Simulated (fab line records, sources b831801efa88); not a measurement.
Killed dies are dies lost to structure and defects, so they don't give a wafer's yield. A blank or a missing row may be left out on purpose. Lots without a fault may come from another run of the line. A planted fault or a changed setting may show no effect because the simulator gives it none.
fab line records | flow gf180mcu
record lots=5 wafers=15 last_day=34
route steps=602 shown MVSD@72 MVPSD@78 VT_IMPLANT@90
lots that met no fault: from a run of the same line without faults
start_h: hours from the record's first day to the start of the lot's first wafer shown | wait_h: hours since the lot's step before | " the same as in the row above | L1.1+2: a row that stands for several wafers | - no value, or no start given | * or withheld: withheld | < > ~ a bound
route shown NAME@n: a module of which the file shows steps, and the number in the route of the first | usual: mean/standard deviation of fault-free wafers | same: alike in all rows | chamber/n: place in a boat | sites: the reading at each site | _std_site: their standard deviation | _edge_site: outer sites' mean less inner sites' | radius_mm: how far each site lies from the wafer's centre | mask NAME#n: copy n | behind: the tool/chamber that last shaped the wafer | hold: why the lot was held/for how many hours/how that ended | device: the transistor (n, p or np) that didn't switch | end of line: the same wafers' tests at the end of the route | a step without rows: its recipe alone | killed: dies lost to structure and defects at the first sort, not the wafer's yield | map: a wafer's dies, x killed, . not, _ none there
set.NAME: the setting as run; set.NAME@STEP: as run at that earlier step | model.NAME: the simulator's own value behind a step, which no gauge read
lots at some steps of the route; a table a step, a row a wafer
services: from which hour (start_h, from the record's first day; less than 0 if before it) a tool's chamber was out of use, for how many hours, and why
## steps
# step GF_MVSD_DEVELOP_06
# recipe wall_angle_deg=90 develop_time_s=60 dev_temp_c=23
# columns lot.wafer tool chamber start_h wait_h
L079.2+4+5 litho_track-03 0 - -
L083.1+2+4 litho_track-03 0 - -
L085.3+4+6 litho_track-02 0 - -
L091.1+2+6 litho_track-03 0 - -
L097.1+3+6 litho_track-02 0 - -
# step GF_MVSD_OVL_MEAS_07
# usual MVSD_OVL=-0.2/1.5
# columns lot.wafer tool chamber start_h wait_h MVSD_OVL[nm]
L079.2 overlay-02 - 110.93 - 0.3
L079.4 " - " " -1.4
L079.5 " - " " 1.2
L083.1 overlay-01 - 132.78 - -0.7
L083.2 " - " " -0.5
L083.4 " - " " -0.5
L085.3 overlay-02 - 146.94 - -2.6
L085.4 " - " " -1.6
L085.6 " - " " -2.1
L091.1 overlay-01 - 181.02 - -0.1
L091.2 " - " " 0.7
L091.6 " - " " 0.7
L097.1 overlay-01 - 217.32 - -2.8
L097.3 " - " " -2.8
L097.6 " - " " -1.1
# step GF_MVSD_IMPLANT_08
# recipe species=P energy_kev=400 dose_cm2=1.6e+13 tilt_deg=0
# usual beam_energy_keV=400.02/0.12
# columns lot.wafer tool chamber start_h wait_h beam_energy_keV
L079.2 implanter-01 0 110.99 0.0 400.14
L079.4 " 0 " " 400.09
L079.5 " 0 " " 400.06
L083.1 implanter-01 0 132.81 0.0 400.30
L083.2 " 0 " " 400.25
L083.4 " 0 " " 400.15
L085.3 implanter-04 0 147.01 0.1 400.19
L085.4 " 0 " " 400.12
L085.6 " 0 " " 400.23
L091.1 implanter-01 0 181.06 0.0 399.80
L091.2 " 0 " " 399.92
L091.6 " 0 " " 400.04
L097.1 implanter-03 0 217.36 0.0 399.95
L097.3 " 0 " " 399.79
L097.6 " 0 " " 400.06
# step GF_MVSD_IMPLANT_09
# recipe species=P energy_kev=100 dose_cm2=5e+12 tilt_deg=0
# usual beam_energy_keV=100.00/0.032
# columns lot.wafer tool chamber start_h wait_h beam_energy_keV
L079.2 implanter-01 0 111.14 0.1 100.03
L079.4 " 0 " " 99.96
L079.5 " 0 " " 100.03
L083.1 implanter-01 0 132.96 0.1 100.00
L083.2 " 0 " " 100.03
L083.4 " 0 " " 100.01
L085.3 implanter-04 0 147.16 0.1 99.95
L085.4 " 0 " " 99.99
L085.6 " 0 " " 99.95
L091.1 implanter-01 0 181.21 0.1 99.99
L091.2 " 0 " " 99.97
L091.6 " 0 " " 99.95
L097.1 implanter-03 0 217.51 0.1 100.01
L097.3 " 0 " " 99.95
L097.6 " 0 " " 99.96
# step GF_MVSD_STRIP_10
# recipe chemistry=O2/N2 power_w=1400 pressure_mtorr=1500 platen_temp_c=250 o2_flow_sccm=3000 n2_flow_sccm=300 overash_fraction=0.5
# usual drypump_motor_current_A=5.61/0.29 heater_power_w=332/28 oes_product_au=0.723/0.0041 platen_temp_c=249.97/0.18 strip_time_to_endpoint_s=37.04/0.1
# columns lot.wafer tool chamber start_h wait_h drypump_motor_current_A heater_power_w oes_product_au platen_temp_c rf_hours_counter_h strip_time_to_endpoint_s
L079.2 plasma_asher-04 1 111.26 0.1 5.21 322 0.730 249.62 33 37.01
L079.4 " 1 " " 5.24 326 0.725 249.72 - 36.92
L079.5 " 1 " " 5.23 313 0.721 249.51 - 36.88
L083.1 plasma_asher-03 0 133.11 0.1 5.56 319 0.723 249.80 48 36.83
L083.2 " 1 " " 5.97 387 0.725 249.84 48 37.03
L083.4 " 1 " " 5.97 381 0.725 249.86 - 37.01
L085.3 plasma_asher-03 1 147.29 0.1 5.97 388 0.718 250.15 - 37.10
L085.4 " 0 " " 5.52 325 0.730 250.24 - 37.06
L085.6 " 1 " " 5.98 388 0.723 249.79 - 37.01
L091.1 plasma_asher-03 0 181.36 0.1 5.53 328 0.726 250.01 53 37.37
L091.2 " 1 " " 5.96 392 0.715 249.89 53 37.14
L091.6 " 1 " " 5.95 388 0.720 250.12 - 37.15
L097.1 plasma_asher-01 1 217.66 0.1 5.61 297 0.720 249.95 53 37.06
L097.3 " 1 " " 5.60 303 0.718 249.93 - 37.15
L097.6 " 1 " " 5.59 303 0.725 249.72 - 37.01
# step GF_MVSD_TW_MEAS_11
# usual MVSD_TW=1582/12
# columns lot.wafer tool chamber start_h wait_h MVSD_TW
L079.2 film_metro-01 - 111.37 0.1 1585
L079.4 " - " " 1585
L079.5 " - " " 1594
L083.1 film_metro-01 - 133.21 0.1 1604
L083.2 " - " " 1593
L083.4 " - " " 1599
L085.3 film_metro-03 - 147.38 0.1 1584
L085.4 " - " " 1593
L085.6 " - " " 1594
L091.1 film_metro-01 - 181.46 0.1 1577
L091.2 " - " " 1581
L091.6 " - " " 1583
L097.1 film_metro-01 - 217.76 0.1 1590
L097.3 " - " " 1597
L097.6 " - " " 1591
# step GF_MVPSD_DEHYDRATE_00
# recipe temp_c=200 time_s=60
# columns lot.wafer tool chamber start_h wait_h
L079.2+4+5 litho_track-01 0 117.69 6.3
L083.1+2+4 litho_track-01 0 140.86 7.6
L085.3+4+6 litho_track-01 0 154.86 7.5
L091.1+2+6 litho_track-03 0 189.87 8.4
L097.1+3+6 litho_track-01 0 226.31 8.5
# step GF_MVPSD_HMDS_01
# recipe prime_time_s=60 prime_temp_c=120
# columns lot.wafer tool chamber start_h wait_h
L079.2+4+5 litho_track-01 0 117.84 0.1
L083.1+2+4 litho_track-01 0 141.01 0.1
L085.3+4+6 litho_track-01 0 155.01 0.1
L091.1+2+6 litho_track-03 0 190.02 0.1
L097.1+3+6 litho_track-01 0 226.46 0.1
# step GF_MVPSD_COAT_02
# recipe spin_rpm=2000 resist_thk_nm=3000
# columns lot.wafer tool chamber start_h wait_h
L079.2+4+5 litho_track-01 0 117.99 0.1
L083.1+2+4 litho_track-01 0 141.16 0.1
L085.3+4+6 litho_track-01 0 155.16 0.1
L091.1+2+6 litho_track-03 0 190.17 0.1
L097.1+3+6 litho_track-01 0 226.61 0.1
# step GF_MVPSD_SOFTBAKE_03
# recipe temp_c=110 time_s=withheld
# columns lot.wafer tool chamber start_h wait_h
L079.2+4+5 litho_track-01 0 118.15 0.1
L083.1+2+4 litho_track-01 0 141.31 0.1
L085.3+4+6 litho_track-01 0 155.33 0.1
L091.1+2+6 litho_track-03 0 190.32 0.1
L097.1+3+6 litho_track-01 0 226.76 0.1
# step GF_MVPSD_EXPOSE_04
# recipe mask_id=MVPSD target_cd_nm=1000 na=0.6 source_shape=conventional sigma_outer=0.6 dose_mj=260
# usual focus_offset_nm=0.2/0.49
# columns lot.wafer tool chamber start_h wait_h mask focus_offset_nm
L079.2 iline_stepper-01 0 - - MVPSD#0 0.5
L079.4 " 0 " " MVPSD#0 -0.7
L079.5 " 0 " " MVPSD#0 0.2
L083.1 iline_stepper-01 0 - - MVPSD#0 0.3
L083.2 " 0 " " MVPSD#0 0.0
L083.4 " 0 " " MVPSD#0 0.6
L085.3 iline_stepper-02 0 - - MVPSD#0 0.9
L085.4 " 0 " " MVPSD#0 -0.4
L085.6 " 0 " " MVPSD#0 -0.4
L091.1 iline_stepper-01 0 - - MVPSD#0 0.2
L091.2 " 0 " " MVPSD#0 0.0
L091.6 " 0 " " MVPSD#0 -0.3
L097.1 iline_stepper-02 0 - - MVPSD#0 0.8
L097.3 " 0 " " MVPSD#0 -0.2
L097.6 " 0 " " MVPSD#0 0.7
# step GF_MVPSD_PEB_05
# recipe temp_c=115 time_s=withheld
# columns lot.wafer tool chamber start_h wait_h
L079.2+4+5 litho_track-03 0 - -
L083.1+2+4 litho_track-04 0 - -
L085.3+4+6 litho_track-01 0 - -
L091.1+2+6 litho_track-03 0 - -
L097.1+3+6 litho_track-03 0 - -
# step GF_MVPSD_DEVELOP_06
# recipe wall_angle_deg=90 develop_time_s=60 dev_temp_c=23
# columns lot.wafer tool chamber start_h wait_h
L079.2+4+5 litho_track-03 0 - -
L083.1+2+4 litho_track-04 0 - -
L085.3+4+6 litho_track-01 0 - -
L091.1+2+6 litho_track-03 0 - -
L097.1+3+6 litho_track-03 0 - -
# step GF_MVPSD_OVL_MEAS_07
# usual MVPSD_OVL=-0.5/1.3
# columns lot.wafer tool chamber start_h wait_h MVPSD_OVL[nm]
L079.2 overlay-02 - 125.38 - 1.0
L079.4 " - " " 1.7
L079.5 " - " " 1.0
L083.1 overlay-02 - 149.06 - 2.8
L083.2 " - " " 0.5
L083.4 " - " " 1.3
L085.3 overlay-02 - 163.03 - -0.3
L085.4 " - " " 0.7
L085.6 " - " " -1.1
L091.1 overlay-02 - 198.72 - 0.7
L091.2 " - " " 0.6
L091.6 " - " " 0.8
L097.1 overlay-01 - 235.52 - 1.2
L097.3 " - " " 0.4
L097.6 " - " " -1.1
# step GF_MVPSD_IMPLANT_08
# recipe species=B energy_kev=170 dose_cm2=1.5e+13 tilt_deg=0
# usual beam_energy_keV=170.01/0.056
# columns lot.wafer tool chamber start_h wait_h beam_energy_keV
L079.2 implanter-04 0 125.44 0.0 170.06
L079.4 " 0 " " 170.10
L079.5 " 0 " " 170.04
L083.1 implanter-02 0 149.10 0.0 170.06
L083.2 " 0 " " 169.99
L083.4 " 0 " " 170.06
L085.3 implanter-02 0 163.10 0.1 170.07
L085.4 " 0 " " 170.05
L085.6 " 0 " " 170.06
L091.1 implanter-04 0 198.76 0.0 169.98
L091.2 " 0 " " 170.07
L091.6 " 0 " " 169.97
L097.1 implanter-04 0 235.56 0.0 169.97
L097.3 " 0 " " 170.04
L097.6 " 0 " " 169.99
# step GF_MVPSD_IMPLANT_09
# recipe species=B energy_kev=40 dose_cm2=5e+12 tilt_deg=0
# usual beam_energy_keV=40.001/0.012
# columns lot.wafer tool chamber start_h wait_h beam_energy_keV
L079.2 implanter-04 0 125.59 0.1 40.014
L079.4 " 0 " " 39.998
L079.5 " 0 " " 40.009
L083.1 implanter-02 0 149.25 0.1 39.988
L083.2 " 0 " " 39.997
L083.4 " 0 " " 40.008
L085.3 implanter-02 0 163.25 0.1 40.011
L085.4 " 0 " " 40.020
L085.6 " 0 " " 40.009
L091.1 implanter-04 0 198.91 0.1 40.006
L091.2 " 0 " " 40.022
L091.6 " 0 " " 40.000
L097.1 implanter-04 0 235.71 0.1 40.003
L097.3 " 0 " " 39.990
L097.6 " 0 " " 40.005
# step GF_MVPSD_STRIP_10
# recipe chemistry=O2/N2 power_w=1400 pressure_mtorr=1500 platen_temp_c=250 o2_flow_sccm=3000 n2_flow_sccm=300 overash_fraction=0.5
# usual drypump_motor_current_A=5.57/0.28 heater_power_w=319/17 oes_product_au=0.722/0.0048 platen_temp_c=249.97/0.18 strip_time_to_endpoint_s=36.99/0.1
# columns lot.wafer tool chamber start_h wait_h drypump_motor_current_A heater_power_w oes_product_au platen_temp_c rf_hours_counter_h strip_time_to_endpoint_s
L079.2 plasma_asher-04 0 125.71 0.1 5.30 306 0.713 249.78 34 37.08
L079.4 " 0 " " 5.29 323 0.725 249.87 - 37.06
L079.5 " 0 " " 5.32 307 0.724 250.00 - 36.99
L083.1 plasma_asher-02 0 149.40 0.1 5.64 304 0.722 250.13 3 37.13
L083.2 " 1 " " 5.23 351 0.722 249.84 3 37.15
L083.4 " 0 " " 5.60 316 0.725 250.05 - 37.04
L085.3 plasma_asher-01 0 163.38 0.1 6.01 315 0.714 249.57 - 36.93
L085.4 " 1 " " 5.60 307 0.723 250.06 - 37.06
L085.6 " 1 " " 5.63 299 0.717 249.91 - 37.09
L091.1 plasma_asher-02 0 199.06 0.1 5.63 304 0.713 249.89 9 36.87
L091.2 " 1 " " 5.25 347 0.725 250.02 9 36.89
L091.6 " 1 " " 5.25 356 0.730 250.12 - 36.94
L097.1 plasma_asher-01 1 235.86 0.1 5.63 309 0.717 249.99 55 36.91
L097.3 " 1 " " 5.60 305 0.719 249.71 - 36.88
L097.6 " 1 " " 5.61 298 0.721 249.99 - 36.93
# step GF_MVPSD_TW_MEAS_11
# usual MVPSD_TW=554/5.4
# columns lot.wafer tool chamber start_h wait_h MVPSD_TW
L079.2 film_metro-04 - 125.82 0.1 550
L079.4 " - " " 551
L079.5 " - " " 552
L083.1 film_metro-04 - 149.50 0.1 545
L083.2 " - " " 549
L083.4 " - " " 549
L085.3 film_metro-01 - 163.47 0.1 557
L085.4 " - " " 554
L085.6 " - " " 556
L091.1 film_metro-04 - 199.16 0.1 546
L091.2 " - " " 544
L091.6 " - " " 548
L097.1 film_metro-04 - 235.96 0.1 548
L097.3 " - " " 544
L097.6 " - " " 546
# step GF_VT_IMPLANT_DEHYDRATE_00
# recipe temp_c=200 time_s=60
# columns lot.wafer tool chamber start_h wait_h
L079.2+4+5 litho_track-01 0 132.29 6.5
L083.1+2+4 litho_track-02 0 157.07 7.6
L085.3+4+6 litho_track-01 0 171.21 7.7
L091.1+2+6 litho_track-01 0 206.91 7.7
L097.1+3+6 litho_track-04 0 244.11 8.1
# step GF_VT_IMPLANT_HMDS_01
# recipe prime_time_s=60 prime_temp_c=120
# columns lot.wafer tool chamber start_h wait_h
L079.2+4+5 litho_track-01 0 132.44 0.1
L083.1+2+4 litho_track-02 0 157.22 0.1
L085.3+4+6 litho_track-01 0 171.36 0.1
L091.1+2+6 litho_track-01 0 207.06 0.1
L097.1+3+6 litho_track-04 0 244.26 0.1
# step GF_VT_IMPLANT_COAT_02
# recipe resist=NOVOLAK spin_rpm=3000 resist_thk_nm=1000
# columns lot.wafer tool chamber start_h wait_h
L079.2+4+5 litho_track-01 0 132.59 0.1
L083.1+2+4 litho_track-02 0 157.37 0.1
L085.3+4+6 litho_track-01 0 171.51 0.1
L091.1+2+6 litho_track-01 0 207.21 0.1
L097.1+3+6 litho_track-04 0 244.41 0.1
# step GF_VT_IMPLANT_SOFTBAKE_03
# recipe temp_c=90 time_s=60 resist=NOVOLAK
# columns lot.wafer tool chamber start_h wait_h
L079.2+4+5 litho_track-01 0 132.74 0.1
L083.1+2+4 litho_track-02 0 157.52 0.1
L085.3+4+6 litho_track-01 0 171.66 0.1
L091.1+2+6 litho_track-01 0 207.36 0.1
L097.1+3+6 litho_track-04 0 244.56 0.1
# step GF_VT_IMPLANT_EXPOSE_04
# recipe mask_id=LVPWELL_LV_AREA target_cd_nm=600 na=0.6 source_shape=conventional sigma_outer=0.6 dose_mj=140
# usual focus_offset_nm=0.0/0.51
# columns lot.wafer tool chamber start_h wait_h mask focus_offset_nm
L079.2 iline_stepper-01 0 - - LVPWELL_LV_AREA#0 -0.5
L079.4 " 0 " " LVPWELL_LV_AREA#0 -0.3
L079.5 " 0 " " LVPWELL_LV_AREA#0 -0.1
L083.1 iline_stepper-02 0 - - LVPWELL_LV_AREA#0 -0.2
L083.2 " 0 " " LVPWELL_LV_AREA#0 -0.4
L083.4 " 0 " " LVPWELL_LV_AREA#0 -0.9
L085.3 iline_stepper-01 0 - - LVPWELL_LV_AREA#0 -0.1
L085.4 " 0 " " LVPWELL_LV_AREA#0 -0.1
L085.6 " 0 " " LVPWELL_LV_AREA#0 0.5
L091.1 iline_stepper-02 0 - - LVPWELL_LV_AREA#0 0.1
L091.2 " 0 " " LVPWELL_LV_AREA#0 0.5
L091.6 " 0 " " LVPWELL_LV_AREA#0 0.5
L097.1 iline_stepper-01 0 - - LVPWELL_LV_AREA#0 -0.3
L097.3 " 0 " " LVPWELL_LV_AREA#0 0.8
L097.6 " 0 " " LVPWELL_LV_AREA#0 0.1
# step GF_VT_IMPLANT_PEB_05
# recipe temp_c=withheld time_s=* resist=NOVOLAK
# columns lot.wafer tool chamber start_h wait_h
L079.2+4+5 litho_track-04 0 - -
L083.1+2+4 litho_track-02 0 - -
L085.3+4+6 litho_track-01 0 - -
L091.1+2+6 litho_track-01 0 - -
L097.1+3+6 litho_track-04 0 - -
# step GF_VT_IMPLANT_DEVELOP_06
# recipe develop_time_s=60 dev_temp_c=23
# columns lot.wafer tool chamber start_h wait_h
L079.2+4+5 litho_track-04 0 140.64 0.1
L083.1+2+4 litho_track-02 0 165.02 0.1
L085.3+4+6 litho_track-01 0 180.16 0.1
L091.1+2+6 litho_track-01 0 216.41 0.1
L097.1+3+6 litho_track-04 0 253.71 0.1
# step GF_VT_IMPLANT_OVL_MEAS_07
# usual VT_IMPLANT_OVL=-0.8/1.3
# columns lot.wafer tool chamber start_h wait_h VT_IMPLANT_OVL[nm]
L079.2 overlay-02 - 140.77 0.1 -1.1
L079.4 " - " " 0.1
L079.5 " - " " 0.4
L083.1 overlay-02 - 165.17 0.1 -1.3
L083.2 " - " " 2.2
L083.4 " - " " -0.8
L085.3 overlay-01 - 180.27 0.1 0.0
L085.4 " - " " -1.5
L085.6 " - " " -0.5
L091.1 overlay-02 - 216.56 0.1 -1.6
L091.2 " - " " -0.4
L091.6 " - " " -0.7
L097.1 overlay-01 - 253.86 0.1 -2.9
L097.3 " - " " -3.3
L097.6 " - " " -2.3
# step GF_VT_IMPLANT_IMPLANT_08
# recipe species=BF2 energy_kev=20 dose_cm2=8.29e+12 tilt_deg=7
# usual beam_energy_keV=19.999/0.0057
# columns lot.wafer tool chamber start_h wait_h beam_energy_keV
L079.2 implanter-02 0 140.82 0.0 20.000
L079.4 " 0 " " 20.007
L079.5 " 0 " " 19.998
L083.1 implanter-01 0 165.21 0.0 19.997
L083.2 " 0 " " 19.999
L083.4 " 0 " " 19.992
L085.3 implanter-02 0 180.35 0.1 19.994
L085.4 " 0 " " 20.000
L085.6 " 0 " " 19.997
L091.1 implanter-02 0 216.60 0.0 19.994
L091.2 " 0 " " 20.000
L091.6 " 0 " " 20.000
L097.1 implanter-01 0 253.89 0.0 20.001
L097.3 " 0 " " 19.992
L097.6 " 0 " " 20.006
# step GF_VT_IMPLANT_STRIP_09
# recipe chemistry=O2/N2 power_w=1400 pressure_mtorr=1500 platen_temp_c=250 o2_flow_sccm=3000 n2_flow_sccm=300 overash_fraction=0.5
# usual drypump_motor_current_A=5.51/0.26 heater_power_w=336/28 oes_product_au=0.716/0.0047 platen_temp_c=250.01/0.17 strip_time_to_endpoint_s=12.64/0.039
# columns lot.wafer tool chamber start_h wait_h drypump_motor_current_A heater_power_w oes_product_au platen_temp_c rf_hours_counter_h strip_time_to_endpoint_s
L079.2 plasma_asher-02 1 140.95 0.1 5.26 349 0.715 249.88 2 12.66
L079.4 " 0 " " 5.67 309 0.714 250.07 - 12.62
L079.5 " 1 " " 5.24 356 0.709 250.00 - 12.65
L083.1 plasma_asher-02 0 165.36 0.1 5.64 305 0.714 250.19 5 12.67
L083.2 " 1 " " 5.27 359 0.722 249.80 5 12.70
L083.4 " 0 " " 5.63 309 0.711 249.89 - 12.70
L085.3 plasma_asher-02 1 180.48 0.1 5.27 348 0.717 249.81 - 12.70
L085.4 " 0 " " 5.63 307 0.707 250.20 - 12.67
L085.6 " 1 " " 5.28 351 0.715 249.91 - 12.66
L091.1 plasma_asher-02 1 216.75 0.1 5.29 353 0.715 250.33 10 12.64
L091.2 " 0 " " 5.63 313 0.710 250.07 10 12.61
L091.6 " 1 " " 5.28 352 0.717 250.19 - 12.65
L097.1 plasma_asher-02 1 254.04 0.1 5.23 348 0.717 250.03 15 12.58
L097.3 " 0 " " 5.64 309 0.719 250.06 - 12.57
L097.6 " 0 " " 5.63 306 0.712 250.12 - 12.57
# step GF_VT_IMPLANT_TW_MEAS_10
# usual VT_IMPLANT_TW=565/6
# columns lot.wafer tool chamber start_h wait_h VT_IMPLANT_TW
L079.2 film_metro-02 - 141.06 0.1 556
L079.4 " - " " 553
L079.5 " - " " 553
L083.1 film_metro-03 - 165.46 0.1 568
L083.2 " - " " 567
L083.4 " - " " 566
L085.3 film_metro-03 - 180.57 0.1 569
L085.4 " - " " 571
L085.6 " - " " 568
L091.1 film_metro-01 - 216.85 0.1 569
L091.2 " - " " 570
L091.6 " - " " 568
L097.1 film_metro-03 - 254.14 0.1 569
L097.3 " - " " 569
L097.6 " - " " 571
# step GF_VT_IMPLANT_DEHYDRATE_11
# recipe temp_c=200 time_s=60
# columns lot.wafer tool chamber start_h wait_h
L079.2+4+5 litho_track-02 0 148.25 7.2
L083.1+2+4 litho_track-04 0 173.11 7.6
L085.3+4+6 litho_track-01 0 187.96 7.4
L091.1+2+6 litho_track-04 0 225.31 8.5
L097.1+3+6 litho_track-01 0 262.61 8.5
# step GF_VT_IMPLANT_HMDS_12
# recipe prime_time_s=60 prime_temp_c=120
# columns lot.wafer tool chamber start_h wait_h
L079.2+4+5 litho_track-02 0 148.40 0.1
L083.1+2+4 litho_track-04 0 173.26 0.1
L085.3+4+6 litho_track-01 0 188.11 0.1
L091.1+2+6 litho_track-04 0 225.46 0.1
L097.1+3+6 litho_track-01 0 262.76 0.1
# step GF_VT_IMPLANT_COAT_13
# recipe resist=NOVOLAK spin_rpm=3000 resist_thk_nm=1000
# columns lot.wafer tool chamber start_h wait_h
L079.2+4+5 litho_track-02 0 148.55 0.1
L083.1+2+4 litho_track-04 0 173.41 0.1
L085.3+4+6 litho_track-01 0 188.26 0.1
L091.1+2+6 litho_track-04 0 225.61 0.1
L097.1+3+6 litho_track-01 0 262.91 0.1
# step GF_VT_IMPLANT_SOFTBAKE_14
# recipe temp_c=90 time_s=60 resist=NOVOLAK
# columns lot.wafer tool chamber start_h wait_h
L079.2+4+5 litho_track-02 0 148.70 0.1
L083.1+2+4 litho_track-04 0 173.56 0.1
L085.3+4+6 litho_track-01 0 188.41 0.1
L091.1+2+6 litho_track-04 0 225.76 0.1
L097.1+3+6 litho_track-01 0 263.06 0.1
# step GF_VT_IMPLANT_EXPOSE_15
# recipe mask_id=Nwell_LV_AREA target_cd_nm=860 na=0.6 source_shape=conventional sigma_outer=0.6 dose_mj=140
# usual focus_offset_nm=0.0/0.57
# columns lot.wafer tool chamber start_h wait_h mask focus_offset_nm
L079.2 iline_stepper-02 0 - - Nwell_LV_AREA#0 0.9
L079.4 " 0 " " Nwell_LV_AREA#0 -0.1
L079.5 " 0 " " Nwell_LV_AREA#0 -0.1
L083.1 iline_stepper-01 0 - - Nwell_LV_AREA#0 0.8
L083.2 " 0 " " Nwell_LV_AREA#0 -0.2
L083.4 " 0 " " Nwell_LV_AREA#0 0.1
L085.3 iline_stepper-01 0 - - Nwell_LV_AREA#0 -0.1
L085.4 " 0 " " Nwell_LV_AREA#0 -0.1
L085.6 " 0 " " Nwell_LV_AREA#0 -0.6
L091.1 iline_stepper-01 0 - - Nwell_LV_AREA#0 0.1
L091.2 " 0 " " Nwell_LV_AREA#0 -1.0
L091.6 " 0 " " Nwell_LV_AREA#0 -0.4
L097.1 iline_stepper-02 0 - - Nwell_LV_AREA#0 0.4
L097.3 " 0 " " Nwell_LV_AREA#0 0.0
L097.6 " 0 " " Nwell_LV_AREA#0 0.3
# step GF_VT_IMPLANT_PEB_16
# recipe temp_c=withheld time_s=* resist=NOVOLAK
# columns lot.wafer tool chamber start_h wait_h
L079.2+4+5 litho_track-02 0 - -
L083.1+2+4 litho_track-01 0 - -
L085.3+4+6 litho_track-01 0 - -
L091.1+2+6 litho_track-04 0 - -
L097.1+3+6 litho_track-02 0 - -
# step GF_VT_IMPLANT_DEVELOP_17
# recipe develop_time_s=60 dev_temp_c=23
# columns lot.wafer tool chamber start_h wait_h
L079.2+4+5 litho_track-02 0 156.60 0.1
L083.1+2+4 litho_track-01 0 182.06 0.1
L085.3+4+6 litho_track-01 0 196.96 0.1
L091.1+2+6 litho_track-04 0 234.36 0.1
L097.1+3+6 litho_track-02 0 272.47 0.1
# step GF_VT_IMPLANT_OVL_MEAS_18
# usual VT_IMPLANT_01_OVL=-0.2/1.2
# columns lot.wafer tool chamber start_h wait_h VT_IMPLANT_01_OVL[nm]
L079.2 overlay-02 - 156.73 0.1 -0.1
L079.4 " - " " 1.7
L079.5 " - " " 1.9
L083.1 overlay-02 - 182.21 0.1 -1.4
L083.2 " - " " -3.0
L083.4 " - " " -1.8
L085.3 overlay-02 - 197.07 0.1 0.5
L085.4 " - " " 0.2
L085.6 " - " " -0.4
L091.1 overlay-02 - 234.51 0.1 -1.6
L091.2 " - " " -1.0
L091.6 " - " " -1.9
L097.1 overlay-01 - 272.62 0.1 2.6
L097.3 " - " " 1.8
L097.6 " - " " -0.4
# step GF_VT_IMPLANT_IMPLANT_19
# recipe species=As energy_kev=100 dose_cm2=4.35e+12 tilt_deg=7
# usual beam_energy_keV=100.00/0.028
# columns lot.wafer tool chamber start_h wait_h beam_energy_keV
L079.2 implanter-02 0 156.79 0.0 99.971
L079.4 " 0 " " 99.959
L079.5 " 0 " " 99.988
L083.1 implanter-04 0 182.25 0.0 99.992
L083.2 " 0 " " 100.01
L083.4 " 0 " " 99.982
L085.3 implanter-02 0 197.15 0.1 99.909
L085.4 " 0 " " 99.929
L085.6 " 0 " " 99.974
L091.1 implanter-04 0 234.54 0.0 100.04
L091.2 " 0 " " 100.02
L091.6 " 0 " " 100.01
L097.1 implanter-01 0 272.66 0.0 99.968
L097.3 " 0 " " 100.01
L097.6 " 0 " " 100.05
# step GF_VT_IMPLANT_STRIP_20
# recipe chemistry=O2/N2 power_w=1400 pressure_mtorr=1500 platen_temp_c=250 o2_flow_sccm=3000 n2_flow_sccm=300 overash_fraction=0.5
# usual drypump_motor_current_A=5.53/0.27 heater_power_w=336/27 oes_product_au=0.716/0.0046 platen_temp_c=250.02/0.18 strip_time_to_endpoint_s=12.64/0.035
# columns lot.wafer tool chamber start_h wait_h drypump_motor_current_A heater_power_w oes_product_au platen_temp_c rf_hours_counter_h strip_time_to_endpoint_s
L079.2 plasma_asher-03 1 156.91 0.1 5.98 384 0.724 249.84 51 12.63
L079.4 " 0 " " 5.57 319 0.720 249.72 - 12.61
L079.5 " 0 " " 5.57 321 0.713 250.25 - 12.63
L083.1 plasma_asher-04 1 182.40 0.1 5.22 314 0.709 249.92 41 12.55
L083.2 " 0 " " 5.34 312 0.711 249.81 41 12.58
L083.4 " 1 " " 5.23 320 0.725 250.22 - 12.60
L085.3 plasma_asher-04 1 197.28 0.1 5.24 327 0.713 249.94 - 12.66
L085.4 " 0 " " 5.33 314 0.717 249.97 - 12.63
L085.6 " 0 " " 5.31 315 0.709 250.24 - 12.66
L091.1 plasma_asher-02 1 234.69 0.1 5.30 344 0.708 249.97 13 12.67
L091.2 " 0 " " 5.63 305 0.717 249.66 13 12.64
L091.6 " 0 " " 5.64 310 0.717 250.15 - 12.62
L097.1 plasma_asher-03 0 272.81 0.1 5.57 325 0.717 249.98 61 12.66
L097.3 " 1 " " 5.99 380 0.715 250.31 - 12.67
L097.6 " 1 " " 5.97 375 0.718 250.06 - 12.64
# step GF_VT_IMPLANT_TW_MEAS_21
# usual VT_IMPLANT_2_TW=1218/9.8
# columns lot.wafer tool chamber start_h wait_h VT_IMPLANT_2_TW
L079.2 film_metro-03 - 157.02 0.1 1226
L079.4 " - " " 1220
L079.5 " - " " 1222
L083.1 film_metro-03 - 182.50 0.1 1231
L083.2 " - " " 1227
L083.4 " - " " 1232
L085.3 film_metro-03 - 197.37 0.1 1220
L085.4 " - " " 1224
L085.6 " - " " 1226
L091.1 film_metro-01 - 234.79 0.1 1224
L091.2 " - " " 1214
L091.6 " - " " 1223
L097.1 film_metro-02 - 272.91 0.1 1222
L097.3 " - " " 1227
L097.6 " - " " 1222
# step GF_VT_IMPLANT_DEHYDRATE_22
# recipe temp_c=200 time_s=60
# columns lot.wafer tool chamber start_h wait_h
L079.2+4+5 litho_track-01 0 164.29 7.3
L083.1+2+4 litho_track-01 0 190.61 8.1
L085.3+4+6 litho_track-01 0 205.01 7.6
L091.1+2+6 litho_track-02 0 243.32 8.5
L097.1+3+6 litho_track-02 0 282.02 9.1
# step GF_VT_IMPLANT_HMDS_23
# recipe prime_time_s=60 prime_temp_c=120
# columns lot.wafer tool chamber start_h wait_h
L079.2+4+5 litho_track-01 0 164.44 0.1
L083.1+2+4 litho_track-01 0 190.76 0.1
L085.3+4+6 litho_track-01 0 205.16 0.1
L091.1+2+6 litho_track-02 0 243.47 0.1
L097.1+3+6 litho_track-02 0 282.17 0.1
## services
# columns tool chamber start_h hours kind
plasma_asher-03 - 89.92 4.2 repair
implanter-01 - 95.72 3.7 repair
implanter-01 - 100.10 3.5 repair
plasma_asher-02 - 108.75 9.0 pm
implanter-03 - 124.29 3.1 pm
implanter-03 - 133.00 3.3 repair
plasma_asher-04 - 144.11 0.6 repair
implanter-02 - 150.73 2.8 repair
implanter-03 - 159.52 1.3 repair
iline_stepper-01 - 164.02 0.5 repair
iline_stepper-02 - 176.81 1.7 pm
implanter-04 - 178.57 3.2 pm
implanter-03 - 198.65 2.5 repair
implanter-03 - 201.52 2.8 repair
iline_stepper-01 - 205.24 11.2 repair
implanter-03 - 211.25 3.8 repair
implanter-01 - 215.51 22.5 pm
implanter-04 - 216.18 1.6 repair
iline_stepper-01 - 230.16 1.7 pm
plasma_asher-03 - 242.40 11.3 repair
iline_stepper-02 - 253.69 4.4 pm
litho_track-01 - 266.68 - consumable_replace:filter
iline_stepper-01 0 272.87 - calibration
implanter-04 - 275.60 4.1 repair
## key
fault none
